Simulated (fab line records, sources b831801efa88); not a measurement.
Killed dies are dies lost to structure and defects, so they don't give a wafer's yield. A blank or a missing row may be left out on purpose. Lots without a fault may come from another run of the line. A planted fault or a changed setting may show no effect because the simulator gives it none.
fab line records | flow sky130
record lots=9 wafers=27 last_day=49
route steps=708 shown FIELD_ISO@4 SD_N@356 METAL1@450 VIA1@473
lots that met no fault: from a run of the same line without faults
start_h: hours from the record's first day to the start of the lot's first wafer shown | wait_h: hours since the lot's step before | " the same as in the row above | L1.1+2: a row that stands for several wafers | - no value, or no start given | * or withheld: withheld | < > ~ a bound
route shown NAME@n: a module of which the file shows steps, and the number in the route of the first | usual: mean/standard deviation of fault-free wafers | same: alike in all rows | chamber/n: place in a boat | sites: the reading at each site | _std_site: their standard deviation | _edge_site: outer sites' mean less inner sites' | radius_mm: how far each site lies from the wafer's centre | mask NAME#n: copy n | behind: the tool/chamber that last shaped the wafer | hold: why the lot was held/for how many hours/how that ended | device: the transistor (n, p or np) that didn't switch | end of line: the same wafers' tests at the end of the route | a step without rows: its recipe alone | killed: dies lost to structure and defects at the first sort, not the wafer's yield | map: a wafer's dies, x killed, . not, _ none there
set.NAME: the setting as run; set.NAME@STEP: as run at that earlier step | model.NAME: the simulator's own value behind a step, which no gauge read
steps of the route over a sample of lots; a table a step, a row a wafer
services: from which hour (start_h, from the record's first day; less than 0 if before it) a tool's chamber was out of use, for how many hours, and why
## steps
# step SKY_FIELD_ISO_CVD_03
# recipe material=Si3N4 precursor=DCS/NH3 target_thk_nm=165 temp_c=770 time_s=2830 pressure_mtorr=250
# usual zone_power_bottom_pct=20.66/0.23
# columns lot.wafer tool chamber start_h wait_h zone_power_bottom_pct
L409.1 lpcvd-02 1 13.43 0.9 20.51
L409.3 " 1 " " 21.05
L409.5 " 1 " " 20.63
L410.2 lpcvd-02 1 17.08 0.0 20.17
L410.3 " 1 " " 20.88
L410.5 " 1 " " 20.77
L411.2 lpcvd-02 0 23.15 0.0 20.94
L411.5 " 0 " " 20.69
L411.6 " 0 " " 20.85
L412.1 lpcvd-02 1 27.56 0.1 20.63
L412.4 " 1 " " 20.70
L412.6 " 1 " " 20.81
L413.1 lpcvd-02 0 34.03 0.9 20.55
L413.4 " 0 " " 20.77
L413.6 " 0 " " 20.61
L414.2 lpcvd-02 0 37.29 0.0 20.68
L414.4 " 0 " " 20.95
L414.5 " 0 " " 20.47
L415.2 lpcvd-02 0 43.72 1.0 20.72
L415.3 " 0 " " 20.87
L415.5 " 0 " " 20.54
L417.1 lpcvd-02 0 52.88 1.2 20.52
L417.2 " 0 " " 20.82
L417.5 " 0 " " 20.82
L424.1 lpcvd-02 1 87.60 1.0 20.46
L424.2 " 1 " " 20.30
L424.4 " 1 " " 20.68
# step SKY_FIELD_ISO_THK_MEAS_04
# recipe reads=Si3N4_of_FIELD_ISO_CVD_03
# usual FIELD_ISO_CVD_03_THK=164.6/1.5
# columns lot.wafer tool chamber start_h wait_h FIELD_ISO_CVD_03_THK[nm]
L409.1 film_metro-04 - 15.22 0.0 166.4
L409.3 " - " " 166.2
L409.5 " - " " 167.2
L410.2 film_metro-04 - 18.88 0.0 163.3
L410.3 " - " " 163.8
L410.5 " - " " 165.1
L411.2 film_metro-01 - 24.95 0.0 161.6
L411.5 " - " " 162.0
L411.6 " - " " 161.3
L412.1 film_metro-01 - 29.35 0.0 166.5
L412.4 " - " " 166.0
L412.6 " - " " 166.4
L413.1 film_metro-02 - 35.82 0.0 145.5
L413.4 " - " " 145.2
L413.6 " - " " 147.4
L414.2 film_metro-01 - 39.09 0.0 148.0
L414.4 " - " " 147.9
L414.5 " - " " 147.8
L415.2 film_metro-02 - 45.51 0.0 147.0
L415.3 " - " " 147.2
L415.5 " - " " 147.1
L417.1 film_metro-04 - 54.67 0.0 149.5
L417.2 " - " " 148.6
L417.5 " - " " 149.9
L424.1 film_metro-04 - 89.38 0.0 162.2
L424.2 " - " " 162.9
L424.4 " - " " 162.3
# step SKY_FIELD_ISO_ETCH_15
# recipe chemistry=CHF3/O2 target_depth_nm=180 stop_on=Si source_w=600 bias_w=200 pressure_mtorr=40 chf3_flow_sccm=50 O2_flow_sccm=5 time_s=72
# usual drypump_motor_current_A=5.6/0.35 oes_product_au=0.945/0.0069 rf_fwd_power_W=595.7/2.2 throttle_valve_pct=8.843/0.0091
# columns lot.wafer tool chamber start_h wait_h drypump_motor_current_A oes_product_au rf_fwd_power_W rf_hours_counter_h throttle_valve_pct
L409.1 rie_diel-01 0 29.74 0.0 5.8 0.951 594.7 130 8.840
L409.3 " 2 " " 5.0 0.951 597.0 43 8.860
L409.5 " 0 " " 5.8 0.957 597.0 - 8.849
L410.2 rie_diel-02 3 33.79 0.0 6.0 0.945 597.3 53 8.843
L410.3 " 1 " " 5.7 0.946 593.9 4 8.840
L410.5 " 3 " " 6.0 0.946 595.8 - 8.847
L411.2 rie_diel-02 0 39.24 0.0 5.5 0.937 594.0 138 8.846
L411.5 " 1 " " 5.7 0.930 596.9 - 8.840
L411.6 " 0 " " 5.5 0.923 596.3 - 8.834
L412.1 rie_diel-01 1 45.08 0.0 6.1 0.946 594.4 70 8.848
L412.4 " 0 " " 5.8 0.947 593.9 131 8.850
L412.6 " 0 " " 5.9 0.954 593.8 - 8.838
L413.1 rie_diel-02 2 51.03 0.0 5.8 0.881 593.4 64 8.821
L413.4 " 1 " " 5.7 0.879 593.4 5 8.818
L413.6 " 2 " " 5.8 0.892 591.3 - 8.816
L414.2 rie_diel-01 2 54.59 0.0 5.0 0.890 594.1 44 8.829
L414.4 " 1 " " 6.1 0.882 594.1 70 8.828
L414.5 " 1 " " 6.1 0.890 595.5 - 8.817
L415.2 rie_diel-01 1 61.59 0.0 6.1 0.883 596.7 70 8.836
L415.3 " 0 " " 5.8 0.885 594.0 131 8.816
L415.5 " 0 " " 5.8 0.882 593.2 - 8.820
L417.1 rie_diel-04 2 71.74 0.0 5.9 0.897 595.4 42 8.844
L417.2 " 3 " " 5.0 0.888 595.8 166 8.842
L417.5 " 2 " " 6.0 0.899 595.1 - 8.817
L424.1 rie_diel-01 1 107.83 0.0 6.1 0.937 595.5 71 8.846
L424.2 " 2 " " 5.0 0.936 595.1 45 8.842
L424.4 " 0 " " 5.8 0.933 594.2 132 8.849
# step SKY_SD_N_RTA_14
# recipe temp_c=1075 time_s=2 idle_temp_c=650 ramp_up_c_per_s=150 ramp_down_c_per_s=90 ambient=N2
# usual lamp_power_pct=15.73/0.055 wafer_temp_C_max=1077.9/1.3
# columns lot.wafer tool chamber start_h wait_h lamp_power_pct wafer_temp_C_max
L409.1 rtp_anneal-01 0 644.30 0.0 15.75 1078.6
L409.3 " 0 " " 15.68 1078.9
L409.5 " 0 " " 15.74 1078.5
L410.2 rtp_anneal-02 0 646.90 0.0 15.71 1078.3
L410.3 " 0 " " 15.67 1079.3
L410.5 " 0 " " 15.74 1074.5
L411.2 rtp_anneal-01 0 662.30 0.0 15.64 1080.2
L411.5 " 0 " " 15.67 1077.7
L411.6 " 0 " " 15.70 1075.7
L412.1 rtp_anneal-02 0 663.40 0.0 15.77 1077.6
L412.4 " 0 " " 15.92 1077.7
L412.6 " 0 " " 15.67 1078.7
L413.1 rtp_anneal-01 0 675.34 0.0 15.75 1077.1
L413.4 " 0 " " 15.65 1077.5
L413.6 " 0 " " 15.68 1081.4
L414.2 rtp_anneal-02 0 686.85 0.0 15.64 1077.8
L414.4 " 0 " " 15.75 1078.0
L414.5 " 0 " " 15.70 1078.6
L415.2 rtp_anneal-01 0 693.30 0.0 15.78 1076.5
L415.3 " 0 " " 15.74 1077.1
L415.5 " 0 " " 15.68 1078.6
L417.1 rtp_anneal-02 0 735.33 0.0 15.72 1076.9
L417.2 " 0 " " 15.75 1077.6
L417.5 " 0 " " 15.78 1076.4
L424.1 rtp_anneal-02 0 769.89 0.0 15.79 1077.2
L424.2 " 0 " " 15.74 1080.1
L424.4 " 0 " " 15.76 1076.5
# step SKY_METAL1_OVL_MEAS_16
# usual METAL1_OVL=-4/4.9
# columns lot.wafer tool chamber start_h wait_h METAL1_OVL[nm]
L409.1 overlay-02 - 761.95 0.1 -3
L409.3 " - " " -1
L409.5 " - " " -2
L410.2 overlay-01 - 764.20 0.1 -3
L410.3 " - " " 1
L410.5 " - " " -7
L411.2 overlay-01 - 778.51 0.1 0
L411.5 " - " " -2
L411.6 " - " " 5
L412.1 overlay-01 - 779.69 0.1 2
L412.4 " - " " 7
L412.6 " - " " 2
L413.1 overlay-01 - 791.55 0.1 -2
L413.4 " - " " -5
L413.6 " - " " 0
L414.2 overlay-02 - 802.51 0.1 -7
L414.4 " - " " 4
L414.5 " - " " -4
L415.2 overlay-01 - 809.11 0.1 2
L415.3 " - " " -10
L415.5 " - " " -11
L417.1 overlay-02 - 847.69 0.1 2
L417.2 " - " " -4
L417.5 " - " " -5
L424.1 overlay-01 - 882.95 0.1 -5
L424.2 " - " " -5
L424.4 " - " " -4
# step SKY_VIA1_ETCH_15
# recipe target=SiO2 chemistry=C4F8/O2/Ar target_depth_nm=351 stop_on=TiN mask_material=KrF-thick source_w=1500 bias_w=1200 pressure_mtorr=40 c4f8_flow_sccm=withheld O2_flow_sccm=6 Ar_flow_sccm=300 time_s=54
# usual oes_product_au=0.981/0.0059 rf_fwd_power_W=1488/5.7
# columns lot.wafer tool chamber start_h wait_h oes_product_au rf_fwd_power_W rf_hours_counter_h
L409.1 rie_diel-01 0 790.33 0.0 0.985 1483 9
L409.3 " 2 " " 0.989 1484 2
L409.5 " 0 " " 0.981 1485 -
L410.2 rie_diel-01 1 792.83 0.0 0.978 1489 4
L410.3 " 0 " " 0.977 1491 9
L410.5 " 1 " " 0.986 1499 -
L411.2 rie_diel-02 0 806.78 0.0 0.975 1490 12
L411.5 " 2 " " 0.983 1486 -
L411.6 " 3 " " 0.968 1481 -
L412.1 rie_diel-03 0 807.88 0.0 0.972 1487 32
L412.4 " 0 " " 0.985 1489 -
L412.6 " 0 " " 0.982 1488 -
L413.1 rie_diel-01 1 819.68 0.0 0.982 1494 4
L413.4 " 2 " " 0.987 1496 2
L413.6 " 0 " " 0.987 1477 -
L414.2 rie_diel-03 1 830.73 0.0 0.967 1493 1
L414.4 " 3 " " 0.981 1489 -
L414.5 " 1 " " 0.981 1497 -
L415.2 rie_diel-01 2 838.11 0.0 0.980 1488 3
L415.3 " 1 " " 0.989 1494 5
L415.5 " 2 " " 0.982 1490 -
L417.1 rie_diel-02 2 874.93 0.0 0.978 1482 7
L417.2 " 1 " " 0.985 1488 24
L417.5 " 1 " " 0.975 1489 -
L424.1 rie_diel-02 3 909.58 0.0 0.982 1488 7
L424.2 " 1 " " 0.974 1481 25
L424.4 " 0 " " 0.988 1485 16
## services
# columns tool chamber start_h hours kind
rie_diel-01 1 17.23 3.8 repair
rie_diel-01 - 23.03 0.1 repair
rie_diel-01 1 37.88 4.6 repair
rie_diel-01 - 60.41 0.2 repair
rie_diel-01 - 71.15 1.9 repair
rie_diel-01 1 73.53 6.4 repair
rie_diel-01 0 162.15 2.5 repair
rie_diel-01 0 237.66 4.5 repair
rie_diel-01 - 245.23 4.3 pm
rie_diel-01 1 296.77 8.1 repair
rie_diel-01 2 300.09 43.9 repair
lpcvd-02 - 319.75 1.4 repair
lpcvd-02 - 417.25 6.0 pm
rie_diel-01 - 433.95 2.6 repair
lpcvd-02 - 577.29 1.8 repair
lpcvd-02 - 606.35 14.6 pm
rie_diel-01 - 757.49 0.4 repair
rie_diel-01 - 778.39 1.7 repair
lpcvd-02 - 809.16 2.8 pm
rie_diel-01 1 842.13 5.8 repair
rie_diel-01 2 847.86 9.0 repair
rie_diel-01 3 858.14 7.4 repair
rie_diel-01 1 871.64 2.4 repair
lpcvd-02 - 904.07 0.5 repair
## key
first_sign step=SKY_FIELD_ISO_THK_MEAS_04 reading=FIELD_ISO_CVD_03_THK direction=down sigmas=11 usual=164.6 struck=147.6
effect step=SKY_FIELD_ISO_ETCH_15 reading=oes_product_au direction=down sigmas=8.3 usual=0.945 struck=0.887
met_at SKY_FIELD_ISO_CVD_03
struck_lots L413,L414,L415,L417
struck_wafers L413.1,L413.4,L413.6,L414.2,L414.4,L414.5,L415.2,L415.3,L415.5,L417.1,L417.2,L417.5
sort_left_out L413.1,L413.4,L413.6
tester_left_out L413,L414,L415,L417
not_acting_at SKY_SD_N_RTA_14,SKY_METAL1_OVL_MEAS_16,SKY_VIA1_ETCH_15
fault kind=site_profile_drift tool=lpcvd-02 chamber=0 onset_h=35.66 steps=SKY_FIELD_ISO_CVD_03 basis=fraction max_abs_drift=0.23983 slope_share_per_hr=53.295 site_pattern=0,0,0,0,0,-1,-1,-1,-1
# tester_left_out: of these lots the tester's yield and bins aren't shown, on N5 and GAA mostly nor the transistor test; their killed dies are dies lost to structure and defects alone, not to doping, threshold or leakage, so they don't give the yield
# sort_left_out: the simulated sort isn't trusted on such a fault, so these wafers' sort isn't shown, and their yield isn't known
